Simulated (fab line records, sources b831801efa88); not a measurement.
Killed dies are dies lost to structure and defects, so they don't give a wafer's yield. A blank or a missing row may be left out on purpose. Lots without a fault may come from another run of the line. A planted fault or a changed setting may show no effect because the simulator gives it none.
Chamber matching | flow sky130 | SKY_VIA2_CMP_24 on cmp-01: 4 sister chambers
The step polishes, stops on SiO2, t overpolish 20 s, target thk 0 nm. 8 wafers are shown with their chamber, then 7 later ones without.

WAFERS WITH THEIR CHAMBER
wafer  | chamber | motor_current_A (A) | time_to_endpoint_s (s)
L400.5 | 2       | 11.8                | 101.6
L402.1 | 0       | 11.1                | 105.1
L404.3 | 2       | 11.8                | 102.6
L404.6 | 3       | 12.0                | 104.0
L406.4 | 0       | 10.4                | 101.1
L406.6 | 1       | 11.0                | 106.5
L411.1 | 3       | 11.2                | 103.7
L411.2 | 1       | 11.5                | 102.0

WAFERS WITHOUT THEIR CHAMBER
wafer  | motor_current_A (A) | time_to_endpoint_s (s)
L411.5 | 11.2                | 102.3
L414.1 | 10.9                | 103.3
L414.2 | 11.9                | 111.7
L414.3 | 12.2                | 111.9
L415.1 | 11.2                | 100.9
L415.4 | 11.7                | 105.0
L415.6 | 10.6                | 104.2

WHICH CHAMBER EACH WENT THROUGH
wafer  | from the rows above               | in truth
L411.5 | can't be placed: 1 or 0 or 3 or 2 | 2
L414.1 | can't be placed: 0 or 1 or 3 or 2 | 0
L414.2 | can't be placed: 3 or 1 or 2 or 0 | 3
L414.3 | can't be placed: 3 or 1 or 2 or 0 | 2
L415.1 | can't be placed: 0 or 2 or 1 or 3 | 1
L415.4 | can't be placed: 3 or 1 or 2 or 0 | 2
L415.6 | can't be placed: 0 or 1 or 3      | 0
Placed correctly: 0 of 7. Can't be placed from these rows: 7 (the true chamber is among the candidates in 7). Placed wrongly: 0.
How it was worked out, from the rows above alone: a wafer's distance from a chamber is the root of the sum, over the readings, of the square of ((its reading less the chamber's mean) divided by the reading's scatter). The wafer belongs to the nearest chamber; if the next one is less than 2 further off, it can't be placed. A chamber's mean is the mean of its shown wafers. The scatter: the root of (the sum of the squares of (reading less its chamber's mean) over the shown wafers, divided by (wafers less chambers)).
